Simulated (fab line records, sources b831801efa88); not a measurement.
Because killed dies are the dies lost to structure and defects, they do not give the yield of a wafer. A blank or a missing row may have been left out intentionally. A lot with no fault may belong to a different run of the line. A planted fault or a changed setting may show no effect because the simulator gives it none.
A struck lot beside a sound one + flow gf180mcu + 15 out of 602 route steps
Sound: wafers L325.2, L325.3, L325.5. Struck: wafers L327.1, L327.2, L327.3. At the end, the cause is stated.
Order at every step that has rows: each side's tool, ch and its chambers, its first start. Under that, the readings that differ: sound wafers + struck wafers + difference of the means + sigmas: that difference in standard deviations of wafers without a fault.
alike: same words and numbers on both sides, and readings whose means sit less than 2 such deviations apart. not compared: any withheld reading, any reading some wafer has no value for, any bound like >300 that may hide the same value, and any number with overlapping values for which the record gives no deviation.
A row with sigmas, a row that says differs or no value, or rows on one side alone: a step with any of these is where the two part. Non-overlapping numbers with no deviation appear without sigmas and do not part them. A reading that every wafer of one side lacks parts them only if that side has two wafers or more.

first, 6 steps without rows for these wafers: GF_M3_HMDS_08 (prime time 60 s); GF_M3_COAT_09 (resist thk 1000 nm); GF_M3_SOFTBAKE_10 (time 60 s); GF_M3_EXPOSE_11 (exposes mask Metal3, target cd 280 nm); GF_M3_PEB_12 (peb time 90 s); GF_M3_DEVELOP_13 (develop time 60 s).
GF_M3_CD_MEAS_14: the cd target is 280 nm.
  struck on cd sem-02, day 25 14:11; sound on cd sem-01, day 25 06:28
  alike: cd nm
GF_M3_OVL_MEAS_15:
  struck on overlay-02, day 25 14:18; sound on overlay-01, day 25 06:35
  alike: M3_OVL
GF_M3_METAL_ETCH_16: etches the open film in Cl2/BCl3, stops on SiO2, target depth 750.8 nm, time 125.1 s.
  sound on rie metal-03 ch 0, day 25 06:37; struck on rie metal-03 ch 0,1, day 25 14:20
  alike: drypump motor current A, oes product au, rf fwd power W, throttle valve pct
  not compared: rf hours counter h
GF_M3_STRIP_17: strips in O2/N2.
  sound on plasma asher-04 ch 0,1, day 25 06:44; struck on plasma asher-01 ch 0,1, day 25 14:28
  alike: drypump motor current A, heater power w, oes product au, strip time to endpoint s
  not compared: rf hours counter h
then, 2 steps without rows for these wafers: GF_M3_STRIP_18 (strips in post etch residue remover, time 1200 s); GF_M3_CLEAN_19 (cleans in DIW).
GF_V3_CVD_00: deposits SiO2, target thk 600 nm, time 100 s.
  sound on hdpcvd-01 ch 1,2, day 25 07:18; struck on hdpcvd-02 ch 0,1,2, day 25 15:01
| reading                             | sound             | struck            | difference | sigmas |
|-------------------------------------|-------------------|-------------------|------------|--------|
| sih4 flow sccm (sccm)               | 60.31 60.26 60.21 | 51.00 51.22 50.86 | -9.23      | -62    |
| model.SiO2_of_V3_CVD_00.thk nm (nm) | 606 599.6 609.1   | 509.4 506.1 512.1 | -95.7      |        |
GF_V3_THK_MEAS_01:
  struck on film metro-02, day 25 15:05; sound on film metro-04, day 25 07:25
| reading            | sound       | struck      | difference | sigmas |
|--------------------|-------------|-------------|------------|--------|
| V3_CVD_00_THK (nm) | 606 600 609 | 510 506 513 | -95        | -19    |
GF_V3_CVD_02: deposits SiO2 from TEOS, target thk 850 nm, time 94.851 s.
  sound on pecvd-04 ch 0,2, day 25 07:28; struck on pecvd-03 ch 0,1,2, day 25 15:08
  alike: heater power outer w, heater power w, rf fwd power W

WHERE THEY PART
Earliest at GF_V3_CVD_00; latest, in this record, at GF_V3_THK_MEAS_01. Later steps at which nothing parts them and some readings are alike: GF_V3_CVD_02.

WHY: whatever the simulator had introduced
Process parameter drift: hdpcvd-02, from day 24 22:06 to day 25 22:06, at GF_V3_CVD_00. From 60, the setting sih4 flow sccm moved by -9. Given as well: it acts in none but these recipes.
